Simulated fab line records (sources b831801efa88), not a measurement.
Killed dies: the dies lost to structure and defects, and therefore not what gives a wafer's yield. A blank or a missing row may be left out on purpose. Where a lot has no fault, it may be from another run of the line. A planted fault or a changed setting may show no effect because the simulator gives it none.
fab line records    flow sky130
record lots=7  wafers=21  last_day=49
route steps=708 shown VIA2@525 METAL3@532 CAPM@537 PAD_OPEN@708
lots that met no fault: taken from a fault-free run of the same line
start_h: the number of hours between the record's first day and the start of the first shown wafer of the lot    wait_h: hours since the lot's step before    " as in the row above    L1.1+2: a row that stands for several wafers    - no value present, or no start provided    * or withheld: withheld    < > ~ a bound
route shown NAME@n: NAME is a module with steps in the file, n the number in the route of the first one    usual: mean and standard deviation over wafers with no fault    same: alike in all rows    chamber/n: place in a boat    sites: readings site by site    _std_site: their standard deviation    _edge_site: the outer-site mean with the inner-site mean subtracted    radius_mm: for every site, how far away it sits from the centre of the wafer    mask NAME#n: copy n    behind: the last tool/chamber to shape the wafer    hold: why the lot was held/for how many hours/how that ended    device: whichever transistor did not switch (one of n, p or np)    end of line: the tests these same wafers got at the end of their route    a step without rows: its recipe alone    killed: count of dies lost to structure and defects at first sort (not the wafer's yield)    map: dies across one wafer; x = killed, . = not, _ = none there
set.NAME: the setting that was run; set.NAME@STEP: the one run at that earlier step    model.NAME: the simulator's own value behind a step, which no gauge read
lots seen at some steps along the route; tables by step, rows by wafer
services: a tool's chamber out of use, with start hour (start_h, from the record's first day; less than 0 if before it), hours out, and reason
## steps
# step SKY_VIA2_CLEAN_18
# recipe chemistry=IPA  time_s=180  temp_c=25
# step SKY_VIA2_CLEAN_19
# recipe chemistry=O3/DIW  dry=n2_spin
# step SKY_VIA2_SPUTTER_20
# recipe material=TiN  target_thk_nm=20  chamber_pressure_pa=5  power_w=4000  time_s=80
# usual throttle_valve_pct=29.9/0.91
lot.wafer  tool            chamber  start_h  wait_h  throttle_valve_pct
L271.2     pvd_sputter-02  -        864.85   0.0     31.6
L271.3     "               -        "        "       30.2
L271.6     "               -        "        "       30.1
L275.1     pvd_sputter-02  -        888.79   0.0     31.7
L275.4     "               -        "        "       28.4
L275.6     "               -        "        "       29.9
L276.1     pvd_sputter-03  -        891.84   0.0     29.7
L276.4     "               -        "        "       29.2
L276.5     "               -        "        "       29.2
L280.2     pvd_sputter-02  -        934.34   0.0     28.4
L280.3     "               -        "        "       30.2
L280.5     "               -        "        "       28.5
L281.3     pvd_sputter-04  -        935.53   0.0     30.9
L281.5     "               -        "        "       30.3
L281.6     "               -        "        "       29.4
L282.1     pvd_sputter-02  -        942.13   0.0     30.6
L282.2     "               -        "        "       30.4
L282.4     "               -        "        "       28.4
L286.2     pvd_sputter-04  -        964.45   0.0     30.3
L286.3     "               -        "        "       31.3
L286.5     "               -        "        "       29.6
# step SKY_VIA2_CVD_21
# recipe material=W  target_thk_nm=420  time_s=126.4  temp_c=400  pressure_torr=40
# step SKY_VIA2_RS_MEAS_22
# recipe thk_meas_gauge=four-point-probe  reads=W_of_VIA2_CVD_21+TiN_of_VIA2_SPUTTER_20
# usual VIA2_W_RS=0.2712/0.0027
lot.wafer  tool           chamber  start_h  wait_h  VIA2_W_RS[ohm/sq]
L271.2     film_metro-01  -        865.06   0.1     0.2749
L271.3     "              -        "        "       0.2781
L271.6     "              -        "        "       0.2783
L275.1     film_metro-01  -        888.98   0.1     0.2705
L275.4     "              -        "        "       0.2716
L275.6     "              -        "        "       0.2657
L276.1     film_metro-04  -        892.03   0.1     0.2720
L276.4     "              -        "        "       0.2696
L276.5     "              -        "        "       0.2696
L280.2     film_metro-02  -        934.55   0.1     0.2711
L280.3     "              -        "        "       0.2695
L280.5     "              -        "        "       0.2669
L281.3     film_metro-04  -        935.76   0.1     0.2724
L281.5     "              -        "        "       0.2716
L281.6     "              -        "        "       0.2742
L282.1     film_metro-02  -        942.32   0.1     0.2727
L282.2     "              -        "        "       0.2707
L282.4     "              -        "        "       0.2742
L286.2     film_metro-02  -        964.66   0.1     0.2721
L286.3     "              -        "        "       0.2695
L286.5     "              -        "        "       0.2716
# step SKY_VIA2_THK_MEAS_23
# recipe thk_meas_gauge=xrf  reads=W_of_VIA2_CVD_21
# usual VIA2_W_THK=424/9.3
lot.wafer  tool           chamber  start_h  wait_h  VIA2_W_THK[nm]
L271.2     film_metro-01  -        865.17   0.1     423
L271.3     "              -        "        "       420
L271.6     "              -        "        "       421
L275.1     film_metro-01  -        889.10   0.1     438
L275.4     "              -        "        "       435
L275.6     "              -        "        "       446
L276.1     film_metro-04  -        892.15   0.1     417
L276.4     "              -        "        "       421
L276.5     "              -        "        "       423
L280.2     film_metro-02  -        934.66   0.1     418
L280.3     "              -        "        "       419
L280.5     "              -        "        "       426
L281.3     film_metro-04  -        935.86   0.1     423
L281.5     "              -        "        "       425
L281.6     "              -        "        "       417
L282.1     film_metro-02  -        942.44   0.1     414
L282.2     "              -        "        "       418
L282.4     "              -        "        "       412
L286.2     film_metro-02  -        964.77   0.1     415
L286.3     "              -        "        "       419
L286.5     "              -        "        "       415
# step SKY_VIA2_CMP_24
# recipe stop_on=SiO2  t_overpolish_s=20  down_force_psi=3.5  platen_rpm=60  target_thk_nm=0  pad_velocity_m_s=0.94248
# step SKY_METAL3_SPUTTER_00
# recipe material=Ti  target_thk_nm=15  power_w=3000  time_s=10  chamber_pressure_pa=0.4
# step SKY_METAL3_SPUTTER_01
# recipe material=TiN  target_thk_nm=20  power_w=6500  time_s=16.7  chamber_pressure_pa=0.4
# usual throttle_valve_pct=29.7/0.93
lot.wafer  tool            chamber  start_h  wait_h  throttle_valve_pct
L271.2     pvd_sputter-03  -        865.54   0.0     29.4
L271.3     "               -        "        "       29.2
L271.6     "               -        "        "       29.3
L275.1     pvd_sputter-03  -        889.49   0.0     29.3
L275.4     "               -        "        "       29.2
L275.6     "               -        "        "       29.1
L276.1     pvd_sputter-01  -        892.54   0.0     28.6
L276.4     "               -        "        "       30.0
L276.5     "               -        "        "       30.2
L280.2     pvd_sputter-02  -        935.04   0.0     30.7
L280.3     "               -        "        "       30.3
L280.5     "               -        "        "       30.6
L281.3     pvd_sputter-02  -        936.22   0.0     30.3
L281.5     "               -        "        "       31.4
L281.6     "               -        "        "       30.0
L282.1     pvd_sputter-01  -        942.82   0.0     29.9
L282.2     "               -        "        "       30.2
L282.4     "               -        "        "       28.6
L286.2     pvd_sputter-03  -        965.14   0.0     29.1
L286.3     "               -        "        "       29.1
L286.5     "               -        "        "       28.9
# step SKY_METAL3_SPUTTER_02
# recipe material=AlCu  target_thk_nm=735  power_w=10600  time_s=39.1  chamber_pressure_pa=0.4
# step SKY_METAL3_SPUTTER_03
# recipe material=Ti  target_thk_nm=5  power_w=3000  time_s=3.3  chamber_pressure_pa=0.4
# usual throttle_valve_pct=29.7/0.91
lot.wafer  tool            chamber  start_h  wait_h  throttle_valve_pct
L271.2     pvd_sputter-03  -        865.60   0.0     29.2
L271.3     "               -        "        "       29.1
L271.6     "               -        "        "       29.3
L275.1     pvd_sputter-03  -        889.55   0.0     29.3
L275.4     "               -        "        "       29.2
L275.6     "               -        "        "       28.8
L276.1     pvd_sputter-01  -        892.60   0.0     28.4
L276.4     "               -        "        "       30.4
L276.5     "               -        "        "       30.2
L280.2     pvd_sputter-02  -        935.10   0.0     30.2
L280.3     "               -        "        "       30.4
L280.5     "               -        "        "       30.5
L281.3     pvd_sputter-02  -        936.29   0.0     30.4
L281.5     "               -        "        "       31.5
L281.6     "               -        "        "       30.2
L282.1     pvd_sputter-01  -        942.89   0.0     30.2
L282.2     "               -        "        "       30.5
L282.4     "               -        "        "       28.7
L286.2     pvd_sputter-03  -        965.21   0.0     29.3
L286.3     "               -        "        "       28.8
L286.5     "               -        "        "       29.3
# step SKY_METAL3_SPUTTER_04
# recipe material=TiN  target_thk_nm=70  power_w=6500  time_s=58.3  chamber_pressure_pa=0.4
# usual throttle_valve_pct=29.7/0.9
lot.wafer  tool            chamber  start_h  wait_h  throttle_valve_pct
L271.2     pvd_sputter-03  -        865.62   0.0     29.0
L271.3     "               -        "        "       28.9
L271.6     "               -        "        "       29.2
L275.1     pvd_sputter-03  -        889.57   0.0     29.1
L275.4     "               -        "        "       29.3
L275.6     "               -        "        "       29.1
L276.1     pvd_sputter-01  -        892.62   0.0     28.4
L276.4     "               -        "        "       30.2
L276.5     "               -        "        "       30.2
L280.2     pvd_sputter-02  -        935.12   0.0     30.6
L280.3     "               -        "        "       30.2
L280.5     "               -        "        "       30.7
L281.3     pvd_sputter-02  -        936.30   0.0     30.5
L281.5     "               -        "        "       31.4
L281.6     "               -        "        "       30.1
L282.1     pvd_sputter-01  -        942.91   0.0     30.3
L282.2     "               -        "        "       30.4
L282.4     "               -        "        "       28.4
L286.2     pvd_sputter-03  -        965.22   0.0     29.5
L286.3     "               -        "        "       29.0
L286.5     "               -        "        "       29.2
# step SKY_CAPM_CVD_00
# recipe material=SiO2  target_thk_nm=15.5  temp_c=400  time_s=withheld  rf_w=450
# usual heater_power_outer_w=455/54  heater_power_w=737/71
lot.wafer  tool      chamber  start_h  wait_h  heater_power_outer_w  heater_power_w
L271.2     pecvd-04  1        865.67   0.0     372                   609
L271.3     "         2        "        "       479                   793
L271.6     "         1        "        "       362                   644
L275.1     pecvd-02  2        889.62   0.0     540                   868
L275.4     "         0        "        "       426                   693
L275.6     "         2        "        "       537                   870
L276.1     pecvd-02  1        892.67   0.0     401                   703
L276.4     "         1        "        "       413                   663
L276.5     "         2        "        "       531                   845
L280.2     pecvd-02  1        935.17   0.0     362                   607
L280.3     "         2        "        "       527                   834
L280.5     "         1        "        "       362                   619
L280.2     pecvd-02  1        935      -       364                   624
L280.3     "         2        "        "       516                   843
L280.5     "         1        "        "       362                   606
L281.3     pecvd-04  1        936.35   0.0     417                   689
L281.5     "         0        "        "       434                   637
L281.6     "         1        "        "       429                   697
L281.3     pecvd-04  1        936      -       421                   684
L281.5     "         0        "        "       426                   665
L281.6     "         1        "        "       428                   681
L282.1     pecvd-02  1        942.95   0.0     416                   685
L282.2     "         2        "        "       482                   807
L282.4     "         2        "        "       490                   791
L282.1     pecvd-02  1        943      -       423                   688
L282.2     "         2        "        "       473                   797
L282.4     "         2        "        "       481                   794
L286.2     pecvd-03  2        965.27   0.0     481                   762
L286.3     "         0        "        "       411                   681
L286.5     "         2        "        "       479                   785
# step SKY_CAPM_THK_MEAS_01
# recipe reads=SiO2_of_CAPM_CVD_00
# usual CAPM_CVD_00_THK=15.54/0.22
lot.wafer  tool           chamber  start_h  wait_h  CAPM_CVD_00_THK[nm]
L271.2     film_metro-02  -        865.70   -       15.49
L271.3     "              -        "        "       15.32
L271.6     "              -        "        "       15.66
L275.1     film_metro-02  -        889.64   -       15.56
L275.4     "              -        "        "       15.67
L275.6     "              -        "        "       15.81
L276.1     film_metro-02  -        892.69   -       15.28
L276.4     "              -        "        "       15.38
L276.5     "              -        "        "       15.59
L280.2     film_metro-02  -        935.39   -       30.71
L280.3     "              -        "        "       31.03
L280.5     "              -        "        "       31.46
L281.3     film_metro-04  -        936.58   -       31.47
L281.5     "              -        "        "       31.25
L281.6     "              -        "        "       31.94
L282.1     film_metro-02  -        943.16   -       30.80
L282.2     "              -        "        "       31.31
L282.4     "              -        "        "       31.36
L286.2     film_metro-02  -        965.31   -       15.57
L286.3     "              -        "        "       15.34
L286.5     "              -        "        "       15.62
# step SKY_CAPM_SPUTTER_02
# recipe material=TiN  target_thk_nm=200  temp_c=300  power_w=6500  time_s=166.7  chamber_pressure_pa=0.4
# usual throttle_valve_pct=30.1/0.8
lot.wafer  tool            chamber  start_h  wait_h  throttle_valve_pct
L271.2     pvd_sputter-04  -        865.75   0.0     31.3
L271.3     "               -        "        "       31.1
L271.6     "               -        "        "       30.2
L275.1     pvd_sputter-04  -        889.70   0.1     29.4
L275.4     "               -        "        "       30.1
L275.6     "               -        "        "       30.8
L276.1     pvd_sputter-04  -        892.75   0.1     30.0
L276.4     "               -        "        "       29.6
L276.5     "               -        "        "       29.6
L280.2     pvd_sputter-03  -        935.44   0.0     29.2
L280.3     "               -        "        "       29.3
L280.5     "               -        "        "       29.1
L281.3     pvd_sputter-03  -        936.62   0.0     29.1
L281.5     "               -        "        "       29.2
L281.6     "               -        "        "       28.9
L282.1     pvd_sputter-03  -        943.22   0.1     29.2
L282.2     "               -        "        "       29.1
L282.4     "               -        "        "       29.8
L286.2     pvd_sputter-04  -        965.36   0.0     31.1
L286.3     "               -        "        "       29.7
L286.5     "               -        "        "       31.0
# step SKY_PAD_OPEN_PROBE_99
# usual defect_limited_yield=82.5/2  killed_at_M0_to_M3=44/7.4  killed_at_M4_up=3.0/1.8  killed_at_contacts=24/5.1  killed_at_front_end=15/4.3  killed_at_other=0.3/0.54  killed_dies=86/9.9  killed_open=47/7.1  killed_short=38/6.7
# same gross_dies=492  killed_at_back_side=0
lot.wafer  tool       chamber  start_h  wait_h  defect_limited_yield[%]  killed_at_M0_to_M3  killed_at_M4_up  killed_at_contacts  killed_at_front_end  killed_at_other  killed_dies  killed_open  killed_short  model.etest.tester.sort_n_pass  model.etest.tester.sort_bin_3_pct  model.etest.tester.sort_yield_pct  model.etest.nfet_01v8_turned.short  model.etest.nfet_01v8_lvt.short  model.etest.met2_comb.over_limit  model.etest.res_ndiff.short  model.etest.met1.short
L271.2     prober-02  -        1090.64  0.1     83.7                     35                  5                22                  18                   0                80           42           38            412                             0.6098                             83.74                              0                                   0                                0                                 0                            0
L271.3     prober-02  -        1090.69  0.2     83.1                     40                  5                23                  15                   0                83           41           42            409                             1.423                              83.13                              0                                   0                                0                                 0                            0
L271.6     prober-02  -        1090.84  0.2     86.2                     37                  1                12                  18                   0                68           38           30            424                             1.22                               86.18                              0                                   0                                0                                 0                            0
L275.1     prober-01  -        1110.44  0.1     82.9                     51                  6                17                  10                   0                84           40           44            408                             0.813                              82.93                              0                                   0                                0                                 0                            0
L275.4     prober-01  -        1110.59  0.2     84.8                     44                  2                17                  12                   0                75           42           33            417                             0.2033                             84.76                              0                                   0                                0                                 0                            0
L275.6     prober-01  -        1110.69  0.2     79.1                     59                  6                25                  13                   0                103          56           47            389                             0.6098                             79.06                              0                                   0                                0                                 0                            0
L276.1     prober-02  -        1113.49  0.1     82.5                     41                  2                21                  22                   0                86           51           35            406                             0.6098                             82.52                              0                                   0                                0                                 0                            0
L276.4     prober-02  -        1113.64  0.2     82.3                     39                  1                26                  21                   0                87           49           38            405                             0.813                              82.32                              0                                   0                                0                                 0                            0
L276.5     prober-02  -        1113.69  0.2     81.3                     45                  5                24                  18                   0                92           52           40            400                             0.813                              81.3                               0                                   0                                0                                 0                            0
L280.2     prober-01  -        1144.03  0.1     79.1                     51                  3                32                  17                   0                103          68           35            0                               79.67                              0                                  1                                   1                                1                                 1                            1
L280.3     prober-01  -        1144.08  0.2     82.1                     47                  4                28                  9                    0                88           51           37            0                               83.13                              0                                  1                                   1                                1                                 1                            1
L280.5     prober-01  -        1144.18  0.2     80.1                     58                  3                21                  16                   0                98           56           42            0                               81.5                               0                                  1                                   1                                1                                 1                            1
L281.3     prober-02  -        1145.85  0.2     79.9                     49                  3                28                  19                   0                99           57           42            0                               80.69                              0                                  1                                   1                                1                                 1                            1
L281.5     prober-02  -        1145.95  0.2     83.1                     46                  3                24                  10                   0                83           43           40            0                               83.94                              0                                  1                                   1                                1                                 1                            1
L281.6     prober-02  -        1146.00  0.2     82.9                     33                  3                37                  11                   0                84           54           30            0                               83.54                              0                                  1                                   1                                1                                 1                            1
L282.1     prober-01  -        1149.48  0.1     82.1                     34                  10               30                  14                   0                88           46           42            0                               82.93                              0                                  1                                   1                                1                                 1                            1
L282.2     prober-01  -        1149.53  0.1     81.1                     47                  4                24                  18                   0                93           53           40            0                               82.32                              0                                  1                                   1                                1                                 1                            1
L282.4     prober-01  -        1149.63  0.2     83.7                     47                  6                21                  6                    0                80           41           39            0                               83.94                              0                                  1                                   1                                1                                 1                            1
L286.2     prober-01  -        1168.44  0.1     80.5                     40                  6                37                  12                   1                96           60           36            396                             1.22                               80.49                              0                                   0                                0                                 0                            0
L286.3     prober-01  -        1168.49  0.2     79.9                     47                  5                30                  17                   0                99           50           49            393                             1.626                              79.88                              0                                   0                                0                                 0                            0
L286.5     prober-01  -        1168.59  0.2     80.9                     52                  2                21                  19                   0                94           55           39            398                             0.813                              80.89                              0                                   0                                0                                 0                            0
# killed by level:class
L271.2 CONTACT:geometric_particle:open=11 VIA1:geometric_particle:open=7 CONTACT:geometric_particle:short=6 FIELD_ISO:geometric_particle:short=5 VIA1:geometric_particle:short=5 METAL2:geometric_particle:short=5 VIA2:geometric_particle:open=5 POLY_GATE:geometric_particle:open=4
L271.3 VIA1:geometric_particle:open=11 CONTACT:geometric_particle:open=9 VIA2:geometric_particle:open=6 VIA1:geometric_particle:short=6 POLY_GATE:geometric_particle:short=5 LOCAL_INTERCONNECT:geometric_particle:short=5 METAL4:geometric_particle:short=5 METAL1:geometric_particle:short=4
L271.6 VIA1:geometric_particle:open=9 VIA2:geometric_particle:open=7 LI_CONTACT:geometric_particle:open=6 FIELD_ISO:geometric_particle:open=5 FIELD_ISO:geometric_particle:short=5 METAL1:geometric_particle:short=4 VIA1:geometric_particle:short=4 VIA2:geometric_particle:short=4
L275.1 VIA1:geometric_particle:open=9 METAL2:geometric_particle:short=9 VIA3:geometric_particle:open=6 CONTACT:geometric_particle:open=6 LI_CONTACT:geometric_particle:open=5 VIA1:geometric_particle:short=5 METAL3:geometric_particle:short=5 FIELD_ISO:geometric_particle:short=4
L275.4 VIA1:geometric_particle:open=8 LI_CONTACT:geometric_particle:open=7 METAL1:geometric_particle:short=7 VIA3:geometric_particle:open=6 METAL2:geometric_particle:short=5 VIA1:geometric_particle:short=4 VIA2:geometric_particle:open=4 FIELD_ISO:geometric_particle:open=3
L275.6 LI_CONTACT:geometric_particle:open=13 VIA1:geometric_particle:open=13 VIA1:geometric_particle:short=9 VIA3:geometric_particle:short=7 VIA2:geometric_particle:open=7 CONTACT:geometric_particle:open=6 METAL2:geometric_particle:short=6 CONTACT:geometric_particle:short=4
L276.1 VIA1:geometric_particle:open=11 FIELD_ISO:geometric_particle:open=10 CONTACT:geometric_particle:open=8 METAL2:geometric_particle:short=6 FIELD_ISO:geometric_particle:short=5 VIA2:geometric_particle:open=5 VIA3:geometric_particle:open=5 LI_CONTACT:geometric_particle:open=4
L276.4 VIA1:geometric_particle:open=12 LI_CONTACT:geometric_particle:open=10 CONTACT:geometric_particle:open=7 FIELD_ISO:geometric_particle:open=6 LOCAL_INTERCONNECT:geometric_particle:short=5 METAL1:geometric_particle:short=5 METAL2:geometric_particle:short=5 FIELD_ISO:geometric_particle:short=4
L276.5 VIA1:geometric_particle:open=10 VIA3:geometric_particle:open=9 LI_CONTACT:geometric_particle:open=8 CONTACT:geometric_particle:open=8 POLY_GATE:geometric_particle:short=6 METAL2:geometric_particle:short=6 LOCAL_INTERCONNECT:geometric_particle:short=6 POLY_GATE:geometric_particle:open=5
L280.2 VIA1:geometric_particle:open=21 CONTACT:geometric_particle:open=14 LI_CONTACT:geometric_particle:open=7 FIELD_ISO:geometric_particle:open=6 METAL1:geometric_particle:short=6 VIA3:geometric_particle:short=5 VIA3:geometric_particle:open=5 POLY_GATE:geometric_particle:open=4
L280.3 CONTACT:geometric_particle:open=10 VIA1:geometric_particle:open=10 METAL2:geometric_particle:short=8 METAL1:geometric_particle:short=6 LI_CONTACT:geometric_particle:open=6 VIA3:geometric_particle:open=6 LOCAL_INTERCONNECT:geometric_particle:short=5 VIA2:geometric_particle:open=4
L280.5 VIA1:geometric_particle:open=14 LI_CONTACT:geometric_particle:open=8 VIA3:geometric_particle:open=7 VIA2:geometric_particle:open=7 METAL2:geometric_particle:short=6 FIELD_ISO:geometric_particle:open=5 CONTACT:geometric_particle:open=5 POLY_GATE:geometric_particle:short=4
L281.3 VIA2:geometric_particle:open=12 VIA1:geometric_particle:open=10 LI_CONTACT:geometric_particle:open=9 POLY_GATE:geometric_particle:short=7 CONTACT:geometric_particle:short=6 POLY_GATE:geometric_particle:open=6 LI_CONTACT:geometric_particle:short=5 CONTACT:geometric_particle:open=5
L281.5 CONTACT:geometric_particle:open=10 CONTACT:geometric_particle:short=8 VIA1:geometric_particle:open=8 VIA2:geometric_particle:open=8 METAL1:geometric_particle:short=7 VIA1:geometric_particle:short=5 VIA3:geometric_particle:open=5 POLY_GATE:geometric_particle:short=4
L281.6 CONTACT:geometric_particle:open=16 LI_CONTACT:geometric_particle:open=9 VIA1:geometric_particle:open=9 LOCAL_INTERCONNECT:geometric_particle:short=6 VIA3:geometric_particle:open=5 VIA1:geometric_particle:short=4 FIELD_ISO:geometric_particle:open=3 CONTACT:geometric_particle:short=3
L282.1 VIA1:geometric_particle:open=11 CONTACT:geometric_particle:open=8 METAL4:geometric_particle:short=7 LI_CONTACT:geometric_particle:open=6 CONTACT:geometric_particle:short=6 VIA2:geometric_particle:open=6 FIELD_ISO:geometric_particle:short=4 LI_CONTACT:geometric_particle:short=4
L282.2 CONTACT:geometric_particle:open=12 VIA1:geometric_particle:open=10 METAL1:geometric_particle:short=9 VIA3:geometric_particle:open=7 METAL2:geometric_particle:short=6 POLY_GATE:geometric_particle:short=5 LI_CONTACT:geometric_particle:open=5 FIELD_ISO:geometric_particle:open=4
L282.4 VIA3:geometric_particle:open=10 METAL2:geometric_particle:short=9 CONTACT:geometric_particle:open=6 VIA1:geometric_particle:open=6 VIA2:geometric_particle:open=5 LI_CONTACT:geometric_particle:open=5 VIA1:geometric_particle:short=4 CONTACT:geometric_particle:short=4
L286.2 CONTACT:geometric_particle:open=12 LI_CONTACT:geometric_particle:open=11 VIA1:geometric_particle:open=11 VIA2:geometric_particle:open=11 CONTACT:geometric_particle:short=7 POLY_GATE:geometric_particle:open=5 FIELD_ISO:geometric_particle:short=4 METAL4:geometric_particle:short=4
L286.3 VIA1:geometric_particle:open=13 LI_CONTACT:geometric_particle:open=13 VIA1:geometric_particle:short=9 FIELD_ISO:geometric_particle:short=6 CONTACT:geometric_particle:open=6 METAL2:geometric_particle:short=6 LOCAL_INTERCONNECT:geometric_particle:short=4 CONTACT:geometric_particle:short=4
L286.5 VIA1:geometric_particle:open=10 CONTACT:geometric_particle:open=8 METAL1:geometric_particle:short=8 METAL2:geometric_particle:short=7 FIELD_ISO:geometric_particle:open=6 LI_CONTACT:geometric_particle:open=6 VIA2:geometric_particle:open=6 VIA1:geometric_particle:short=5
## services
tool            chamber  start_h  hours  kind
pvd_sputter-01  -        850.02   2.4    repair
pecvd-04        0        871.74   2.1    scheduled_down
pvd_sputter-02  0        875.04   -      consumable_replace:kit
pvd_sputter-02  0        875.04   18.0   scheduled_down
pvd_sputter-02  0        875.04   18.0   vent_cycle
pecvd-02        1        880.37   5.5    scheduled_down
pecvd-03        0        892.19   7.6    repair
pecvd-02        -        893.14   0.5    repair
pecvd-02        1        896.84   5.0    scheduled_down
pecvd-04        1        898.48   6.2    repair
pecvd-02        2        923.39   5.5    scheduled_down
pvd_sputter-04  -        932.38   1.5    repair
pecvd-03        -        936.08   14.6   pm
pecvd-02        1        937.23   4.8    repair
pvd_sputter-04  -        941.53   4.7    repair
pecvd-04        -        945.31   2.1    repair
pvd_sputter-01  -        947.22   5.7    repair
pecvd-04        -        955.06   0.8    repair
## key
first_sign step=SKY_CAPM_CVD_00  reading=visit  direction=added
effect step=SKY_CAPM_THK_MEAS_01  reading=CAPM_CVD_00_THK  direction=up  sigmas=70  usual=15.54  struck=31.26
model_effect step=SKY_PAD_OPEN_PROBE_99  value=etest.tester.sort_n_pass  without=401.3  struck=0
met_at SKY_CAPM_CVD_00
struck_wafers L280.2,L280.3,L280.5,L281.3,L281.5,L281.6,L282.1,L282.2,L282.4
fault kind=repeated_step_whole  tool=pecvd-02,pecvd-03,pecvd-04  chamber=-  onset_h=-  steps=SKY_CAPM_CVD_00  times=1  scope=struck_lots_only
